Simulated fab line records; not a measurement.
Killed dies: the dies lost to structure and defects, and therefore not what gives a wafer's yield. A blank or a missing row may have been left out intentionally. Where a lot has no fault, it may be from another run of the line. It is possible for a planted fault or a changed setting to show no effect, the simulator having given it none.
fab line records	flow gf180mcu
record: lots: 12	wafers: 36	last_day: 34
route steps=602 shown HV_LDD@228 SAB@265
lots untouched by any fault: they come from a run of this same line in which no faults occurred
start_h: hours from the record's first day to the start of the lot's first wafer shown	wait_h: hours since the lot's step before	" unchanged from the row above	L1.1+2: one row covering several wafers at once	- either no value or no given start	* or withheld: withheld	< > ~ a bound
route shown NAME@n: names a module that has steps shown in the file, with the first one's number in the route	usual: mean and standard deviation over wafers with no fault	same: alike in all rows	chamber/n: place in a boat	sites: readings site by site	_std_site: standard deviation of those values	_edge_site: outer sites' mean less inner sites'	radius_mm: how far each site lies from the wafer's centre	mask NAME#n: copy n	behind: the most recent tool/chamber to have shaped the wafer	hold: why the lot was held/for how many hours/how that ended	device: transistor that didn't switch, given as n, p or np	end of line: tests of these same wafers at the route's end	a step without rows: its recipe alone	killed: dies that structure and defects cost at the first sort, which is not the same as the wafer's yield	map: a wafer's dies, marking killed ones x, the rest . and places with no die _
set.NAME: the run value of the setting; set.NAME@STEP: its run value at that earlier step	model.NAME: the simulator's own value behind a step, which no gauge read
the route's steps for a sample of lots (tables are steps, rows are wafers)
services: when a tool's chamber went out of use (start_h, in hours from the record's first day, below 0 if earlier), for how many hours, and the reason
== steps ==
step: GF_HV_LDD_RTA_52
recipe: temp_c: 1000	time_s: 10	ambient: N2
usual: lamp_power_pct: 32/5.5	wafer_temp_C_max: 1005.1/1.4
lot.wafer	tool	chamber	start_h	wait_h	lamp_power_pct	wafer_temp_C_max
L755.2	rtp_anneal-01	0	279.47	0.0	27	1003.8
L755.4	"	0	"	"	27	1003.1
L755.6	"	0	"	"	27	1004.0
L756.2	rtp_anneal-01	0	290.21	0.0	27	1003.9
L756.5	"	0	"	"	27	1003.3
L756.6	"	0	"	"	27	1003.6
L759.4	rtp_anneal-02	0	312.99	0.0	38	1006.2
L759.5	"	0	"	"	38	1007.2
L759.6	"	0	"	"	38	1006.5
L760.2	rtp_anneal-01	0	320.18	0.0	27	1003.0
L760.3	"	0	"	"	27	1004.2
L760.6	"	0	"	"	27	1005.2
L763.1	rtp_anneal-01	0	350.40	0.0	27	1004.7
L763.2	"	0	"	"	27	1004.3
L763.4	"	0	"	"	27	1003.2
L766.2	rtp_anneal-02	0	377.64	0.0	38	1005.7
L766.4	"	0	"	"	38	1006.0
L766.5	"	0	"	"	38	1006.5
L767.2	rtp_anneal-01	0	382.65	0.0	27	1003.6
L767.4	"	0	"	"	27	1003.6
L767.5	"	0	"	"	27	1003.7
L771.1	rtp_anneal-01	0	411.97	0.0	27	1003.6
L771.2	"	0	"	"	27	1005.0
L771.3	"	0	"	"	27	1005.0
L772.3	rtp_anneal-01	0	421.42	0.0	27	1004.3
L772.5	"	0	"	"	27	1003.3
L772.6	"	0	"	"	27	1003.6
L773.1	rtp_anneal-01	0	430.70	0.0	27	1003.9
L773.4	"	0	"	"	27	1003.8
L773.6	"	0	"	"	27	1003.3
L775.1	rtp_anneal-02	0	446.80	0.0	38	1006.9
L775.2	"	0	"	"	38	1005.5
L775.5	"	0	"	"	38	1006.1
L776.2	rtp_anneal-02	0	453.57	0.0	38	1009.3
L776.5	"	0	"	"	38	1004.2
L776.6	"	0	"	"	38	1006.1
step: GF_HV_LDD_CVD_56
recipe: material: Si3N4	precursor: DCS/NH3	target_thk_nm: 90	temp_c: 771.7	time_s: 1543	pressure_mtorr: 250
usual: spike_tc_centre_C: 772.2/1.1
lot.wafer	tool	chamber	start_h	wait_h	spike_tc_centre_C
L755.2	lpcvd-01	1	280.72	0.0	772.1
L755.4	"	1	"	"	771.9
L755.6	"	1	"	"	773.1
L756.2	lpcvd-02	0	291.46	0.0	772.1
L756.5	"	0	"	"	771.7
L756.6	"	0	"	"	772.5
L759.4	lpcvd-02	0	314.25	0.0	773.9
L759.5	"	0	"	"	773.6
L759.6	"	0	"	"	773.3
L760.2	lpcvd-02	0	321.95	0.0	773.2
L760.3	"	0	"	"	770.6
L760.6	"	0	"	"	774.2
L763.1	lpcvd-01	1	351.67	0.1	774.3
L763.2	"	1	"	"	772.5
L763.4	"	1	"	"	773.0
L766.2	lpcvd-01	0	378.89	0.0	750.4
L766.4	"	0	"	"	751.2
L766.5	"	0	"	"	749.8
L767.2	lpcvd-01	1	383.95	0.0	751.4
L767.4	"	1	"	"	749.5
L767.5	"	1	"	"	749.8
L771.1	lpcvd-02	1	413.24	0.1	768.9
L771.2	"	1	"	"	770.0
L771.3	"	1	"	"	771.1
L772.3	lpcvd-02	1	422.88	0.2	770.6
L772.5	"	1	"	"	771.3
L772.6	"	1	"	"	770.8
L773.1	lpcvd-02	0	431.96	0.1	774.7
L773.4	"	0	"	"	771.5
L773.6	"	0	"	"	772.2
L775.1	lpcvd-01	0	448.06	0.1	772.8
L775.2	"	0	"	"	772.6
L775.5	"	0	"	"	771.2
L776.2	lpcvd-02	0	454.82	0.0	773.8
L776.5	"	0	"	"	774.3
L776.6	"	0	"	"	773.6
step: GF_HV_LDD_THK_MEAS_57
recipe: reads: Si3N4_of_HV_LDD_CVD_56
usual: HV_LDD_CVD_56_THK: 93.0/0.78
lot.wafer	tool	chamber	start_h	wait_h	HV_LDD_CVD_56_THK[nm]
L755.2	film_metro-04	-	282.16	0.0	92.1
L755.4	"	-	"	"	92.4
L755.6	"	-	"	"	92.7
L756.2	film_metro-03	-	292.90	0.0	92.4
L756.5	"	-	"	"	93.4
L756.6	"	-	"	"	92.4
L759.4	film_metro-03	-	316.42	0.0	91.9
L759.5	"	-	"	"	92.1
L759.6	"	-	"	"	91.8
L760.2	film_metro-03	-	325.17	0.0	92.9
L760.3	"	-	"	"	92.8
L760.6	"	-	"	"	93.2
L763.1	film_metro-03	-	353.09	0.0	92.3
L763.2	"	-	"	"	92.7
L763.4	"	-	"	"	93.7
L766.2	film_metro-04	-	380.33	0.0	91.2
L766.4	"	-	"	"	87.2
L766.5	"	-	"	"	85.1
L767.2	film_metro-03	-	385.39	0.0	89.0
L767.4	"	-	"	"	85.3
L767.5	"	-	"	"	83.4
L771.1	film_metro-03	-	414.67	0.0	94.6
L771.2	"	-	"	"	93.6
L771.3	"	-	"	"	93.5
L772.3	film_metro-03	-	424.33	0.0	93.4
L772.5	"	-	"	"	94.4
L772.6	"	-	"	"	93.9
L773.1	film_metro-01	-	433.39	0.0	93.9
L773.4	"	-	"	"	93.3
L773.6	"	-	"	"	93.1
L775.1	film_metro-03	-	449.49	0.0	94.1
L775.2	"	-	"	"	93.4
L775.5	"	-	"	"	93.0
L776.2	film_metro-03	-	456.26	0.0	92.3
L776.5	"	-	"	"	92.2
L776.6	"	-	"	"	91.6
step: GF_HV_LDD_ETCHBACK_58
recipe: chemistry: CH3F/O2	target: Si3N4	stop_on: SiO2	source_w: 400	bias_w: 80	pressure_mtorr: 25	ch3f_flow_sccm: 40	O2_flow_sccm: 30	time_s: 100	target_depth_a: 900
usual: ch3f_flow_sccm: 39.98/0.12	drypump_motor_current_A: 5.6/0.43	oes_product_au: 0.858/0.006	throttle_valve_pct: 10.563/0.0096
lot.wafer	tool	chamber	start_h	wait_h	ch3f_flow_sccm	drypump_motor_current_A	oes_product_au	rf_hours_counter_h	throttle_valve_pct
L755.2	rie_diel-04	0	282.21	0.0	40.02	5.4	0.857	2	10.559
L755.4	"	0	"	"	40.01	5.4	0.854	-	10.573
L755.6	"	3	"	"	40.06	5.2	0.857	-	10.561
L756.2	rie_diel-03	0	292.95	0.0	39.80	5.5	0.854	117	10.563
L756.5	"	0	"	"	40.00	5.5	0.861	-	10.556
L756.6	"	1	"	"	40.01	5.4	0.846	-	10.542
L759.4	rie_diel-01	2	316.49	0.1	39.78	5.6	0.853	-	10.564
L759.5	"	3	"	"	39.99	5.2	0.852	-	10.560
L759.6	"	1	"	"	40.04	5.5	0.851	-	10.575
L760.2	rie_diel-01	1	325.22	0.0	39.98	5.4	0.862	1	10.559
L760.3	"	2	"	"	40.05	5.6	0.862	54	10.565
L760.6	"	3	"	"	39.74	5.1	0.852	-	10.570
L763.1	rie_diel-03	0	353.15	0.1	40.23	5.5	0.854	119	10.572
L763.2	"	3	"	"	39.95	5.5	0.858	91	10.551
L763.4	"	2	"	"	40.14	5.4	0.863	113	10.556
L766.2	rie_diel-03	1	380.38	0.0	40.09	5.4	0.852	102	10.573
L766.4	"	3	"	"	39.84	5.5	0.816	-	10.548
L766.5	"	1	"	"	40.08	5.4	0.814	-	10.552
L767.2	rie_diel-01	1	385.44	0.0	39.98	5.5	0.836	2	10.563
L767.4	"	3	"	"	40.11	5.2	0.818	100	10.565
L767.5	"	1	"	"	40.01	5.5	0.810	-	10.548
L771.1	rie_diel-01	0	414.73	0.1	40.16	6.6	0.864	1	10.585
L771.2	"	1	"	"	39.91	5.4	0.874	2	10.551
L771.3	"	2	"	"	40.01	5.7	0.857	56	10.560
L772.3	rie_diel-03	2	424.37	0.0	39.88	5.4	0.870	0	10.575
L772.5	"	1	"	"	39.89	5.4	0.863	-	10.566
L772.6	"	2	"	"	40.05	5.4	0.866	-	10.556
L773.1	rie_diel-04	0	433.45	0.1	39.92	5.4	0.867	5	10.555
L773.4	"	1	"	"	39.90	6.0	0.862	105	10.566
L773.6	"	0	"	"	40.06	5.4	0.860	-	10.567
L775.1	rie_diel-01	2	449.55	0.1	39.77	5.6	0.863	56	10.560
L775.2	"	0	"	"	40.17	6.6	0.850	2	10.572
L775.5	"	3	"	"	40.09	5.2	0.860	-	10.568
L776.2	rie_diel-03	0	456.31	0.0	40.27	5.5	0.858	2	10.548
L776.5	"	2	"	"	39.90	5.4	0.854	-	10.555
L776.6	"	1	"	"	39.84	5.4	0.857	-	10.549
step: GF_SAB_THK_MEAS_01
recipe: reads: SiO2_of_SAB_CVD_00
usual: SAB_CVD_00_THK: 50.2/0.89
lot.wafer	tool	chamber	start_h	wait_h	SAB_CVD_00_THK[nm]
L755.2	film_metro-03	-	323.08	0.1	49.7
L755.4	"	-	"	"	50.5
L755.6	"	-	"	"	50.5
L756.2	film_metro-02	-	333.48	0.0	49.4
L756.5	"	-	"	"	50.6
L756.6	"	-	"	"	51.0
L759.4	film_metro-04	-	359.00	0.0	51.1
L759.5	"	-	"	"	51.5
L759.6	"	-	"	"	51.5
L760.2	film_metro-02	-	369.02	0.0	49.0
L760.3	"	-	"	"	50.0
L760.6	"	-	"	"	50.4
L763.1	film_metro-04	-	398.94	0.0	50.9
L763.2	"	-	"	"	51.9
L763.4	"	-	"	"	52.1
L766.2	film_metro-04	-	428.78	0.0	47.9
L766.4	"	-	"	"	48.8
L766.5	"	-	"	"	49.5
L767.2	film_metro-04	-	433.93	0.0	49.8
L767.4	"	-	"	"	50.2
L767.5	"	-	"	"	50.4
L771.1	film_metro-03	-	464.91	0.0	49.3
L771.2	"	-	"	"	49.4
L771.3	"	-	"	"	48.7
L772.3	film_metro-03	-	473.59	0.0	49.0
L772.5	"	-	"	"	50.6
L772.6	"	-	"	"	50.4
L773.1	film_metro-03	-	483.37	0.0	49.5
L773.4	"	-	"	"	50.2
L773.6	"	-	"	"	51.0
L775.1	film_metro-04	-	498.53	0.0	49.8
L775.2	"	-	"	"	49.3
L775.5	"	-	"	"	50.7
L776.2	film_metro-03	-	505.59	0.0	50.2
L776.5	"	-	"	"	50.1
L776.6	"	-	"	"	50.4
step: GF_SAB_ETCH_11
recipe: chemistry: C4F8/O2/Ar	mask_material: NOVOLAK	target: SiO2	target_depth_nm: 55	source_w: 1500	bias_w: 1200	pressure_mtorr: 40	c4f8_flow_sccm: withheld	O2_flow_sccm: 6	Ar_flow_sccm: 300	time_s: 8.5
usual: oes_product_au: 1.001/0.0094
lot.wafer	tool	chamber	start_h	wait_h	oes_product_au	rf_hours_counter_h
L755.2	rie_diel-02	0	343.74	0.0	0.991	3
L755.4	"	2	"	"	0.992	-
L755.6	"	0	"	"	1.003	-
L756.2	rie_diel-03	3	354.68	0.0	1.004	91
L756.5	"	3	"	"	0.991	-
L756.6	"	0	"	"	0.988	-
L759.4	rie_diel-03	1	381.24	0.0	1.013	-
L759.5	"	3	"	"	1.004	-
L759.6	"	2	"	"	0.993	-
L760.2	rie_diel-03	3	391.99	0.0	1.012	93
L760.3	"	2	"	"	0.992	115
L760.6	"	1	"	"	1.025	-
L763.1	rie_diel-01	3	422.27	0.0	1.004	101
L763.2	"	0	"	"	1.002	1
L763.4	"	1	"	"	1.009	2
L766.2	rie_diel-01	0	453.12	0.0	0.997	2
L766.4	"	2	"	"	0.992	-
L766.5	"	0	"	"	0.988	-
L767.2	rie_diel-01	0	458.69	0.0	0.995	2
L767.4	"	1	"	"	1.003	-
L767.5	"	2	"	"	0.995	-
L771.1	rie_diel-01	0	489.24	0.0	0.997	3
L771.2	"	3	"	"	0.994	0
L771.3	"	1	"	"	0.999	4
L772.3	rie_diel-03	2	496.93	0.0	1.010	2
L772.5	"	2	"	"	1.003	-
L772.6	"	3	"	"	0.994	-
L773.1	rie_diel-01	1	506.91	0.0	1.008	4
L773.4	"	3	"	"	0.991	1
L773.6	"	2	"	"	0.999	-
L775.1	rie_diel-02	3	521.69	0.0	0.992	72
L775.2	"	1	"	"	1.005	5
L775.5	"	0	"	"	0.999	-
L776.2	rie_diel-02	2	528.78	0.0	1.004	8
L776.5	"	1	"	"	1.004	-
L776.6	"	2	"	"	1.000	-
== services ==
tool	chamber	start_h	hours	kind
rie_diel-03	2	263.97	7.1	repair
rie_diel-04	1	276.31	11.7	repair
rie_diel-03	2	284.64	14.1	repair
lpcvd-01	-	294.80	2.8	pm
rie_diel-04	3	313.21	15.6	repair
rie_diel-04	-	313.66	28.1	pm
rie_diel-02	2	318.71	8.9	repair
rie_diel-01	-	337.21	28.1	pm
rie_diel-03	-	340.85	1.1	repair
rie_diel-02	2	346.41	11.0	repair
rie_diel-02	3	360.74	11.9	repair
rie_diel-02	0	370.82	9.7	repair
rie_diel-01	-	386.79	15.6	pm
lpcvd-01	-	438.04	1.1	repair
rie_diel-01	-	444.65	1.3	repair
lpcvd-01	-	457.86	6.1	pm
rie_diel-03	0	458.02	5.7	repair
rtp_anneal-01	-	463.79	3.7	pm
rie_diel-02	-	464.19	2.8	pm
rie_diel-03	-	473.67	2.8	pm
lpcvd-02	-	474.25	2.8	pm
rtp_anneal-02	-	495.87	1.3	pm
rie_diel-01	-	498.53	2.8	pm
rie_diel-02	2	512.75	4.6	repair
== key ==
first_sign: step: GF_HV_LDD_CVD_56	reading: spike_tc_centre_C	direction: down	sigmas: 20	usual: 772.2	struck: 750.4
effect: step: GF_HV_LDD_THK_MEAS_57	reading: HV_LDD_CVD_56_THK	direction: down	sigmas: 7.9	usual: 93.0	struck: 86.8
effect: step: GF_HV_LDD_ETCHBACK_58	reading: oes_product_au	direction: down	sigmas: 5.6	usual: 0.858	struck: 0.824
met_at GF_HV_LDD_CVD_56
struck_lots L766,L767
tester_left_out L766,L767
not_acting_at GF_HV_LDD_RTA_52,GF_SAB_THK_MEAS_01,GF_SAB_ETCH_11
onset_between 351.67 378.89
fault: kind: process_parameter_drift	tool: lpcvd-01	chamber: -	onset_h: 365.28	steps: GF_HV_LDD_CVD_56	channel: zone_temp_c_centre	offset: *	shape: step	end_h: 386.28
tester_left_out: of these lots the tester's yield and bins aren't shown, on N5 and GAA mostly nor the transistor test; their killed dies are dies lost to structure and defects alone, not to doping, threshold or leakage, so they don't give the yield
